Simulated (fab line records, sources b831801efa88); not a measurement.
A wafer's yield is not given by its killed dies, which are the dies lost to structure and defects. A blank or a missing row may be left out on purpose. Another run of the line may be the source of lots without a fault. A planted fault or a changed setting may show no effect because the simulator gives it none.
Comparing a struck lot with a sound one || flow gf180mcu || 16 steps out of a route of 602
Sound: the wafers L374.1, L374.3, L374.6. Struck: wafers L389.3, L389.4, L389.5. At the end, the cause is stated.
At each step with rows: each side's tool, then ch and its chambers, then its first start. Under that, the readings that differ: sound wafers || struck wafers || difference of the means || sigmas: that difference in standard deviations of wafers without a fault.
alike: a reading whose means differ by less than 2 such deviations, as well as words and numbers matching on both sides. not compared: withheld readings; readings where some wafer has no value; bounds like >300 that might hide an equal value; numbers whose values overlap and for which the record gives no deviation.
A row with sigmas, a row that says differs or no value, or rows on one side alone: a step with any of these is where the two part. When numbers do not overlap yet have no deviation, they are printed without sigmas and do not part them. A reading that every wafer of one side lacks parts them only if that side has two wafers or more.

GF_V3_CMP_04: polishes SiO2.
  sound on cmp-02 ch 0,1, day 21 10:14; struck on cmp-01 ch 0,1,2, day 26 10:11
  alike: motor current A, platen rpm, time to endpoint s
GF_V3_BOW_MEAS_05:
  sound on film metro-02, day 21 10:29; struck on film metro-02, day 26 10:28
  alike: V3_BOW
then, 8 steps without rows for these wafers: GF_V3_DEHYDRATE_06 (time 60 s); GF_V3_HMDS_07 (prime time 60 s); GF_V3_COAT_08; GF_V3_COAT_09 (resist thk 1000 nm); GF_V3_SOFTBAKE_10 (time 60 s); GF_V3_EXPOSE_11 (exposes mask Via3, target cd 260 nm); GF_V3_PEB_12 (peb time 90 s); GF_V3_DEVELOP_13 (develop time 60 s).
GF_V3_CD_MEAS_14 targets a cd of 260 nm.
  sound on cd sem-01, day 22 09:52; struck on cd sem-01, day 27 06:49
  alike: cd nm
GF_V3_OVL_MEAS_15:
  sound on overlay-02, day 22 09:59; struck on overlay-01, day 27 06:54
  alike: V3_OVL
GF_V3_ETCH_16: etches BARC in N2/H2.
  sound on rie diel-02 ch 0,1,2, day 22 10:02; struck on rie diel-02 ch 0,1,2, day 27 06:55
  no value came back on the struck wafers for any of 6 readings (bias w (W), chamber pressure mTorr (mTorr) and others); on the sound wafers bias w (W) reads 100.5 100.5 100.0
GF_V3_ETCH_17: etches SiO2 in C4F8/O2/Ar, stops on TiN, target depth 635 nm.
  sound on rie diel-02 ch 0,1,2; struck on rie diel-02 ch 0,1,2
{"reading": "oes product au (a.u.)", "sound": "0.865 0.857 0.860", "struck": "0.370 0.378 0.374", "difference": -0.487, "sigmas": "-99 or more"}
  alike: bias w, chamber pressure mTorr
GF_V3_STRIP_18: strips in O2/N2.
  sound on plasma asher-04 ch 0, day 22 10:09; struck on plasma asher-04 ch 0,1, day 27 07:05
{"reading": "n2 flow sccm (sccm)", "sound": "300.0 300.8 300.9", "struck": "298.3 298.6 299.3", "difference": -1.8, "sigmas": -2}
{"reading": "oes product au (a.u.)", "sound": "0.593 0.584 0.601", "struck": "0.607 0.615 0.619", "difference": "+0.021", "sigmas": "+4"}
  alike: drypump motor current A, heater power w
  not compared: rf hours counter h
then, 1 step without rows for these wafers: GF_V3_STRIP_19 (strips in post etch residue remover, time 1200 s).

== WHERE THEY PART ==
Earliest at GF_V3_ETCH_16; latest, in this record, at GF_V3_STRIP_18.

WHY: what had been put in by the simulator
Whole step skipped at GF_V3_ETCH_16 on rie diel-02, starting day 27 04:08. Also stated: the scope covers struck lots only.
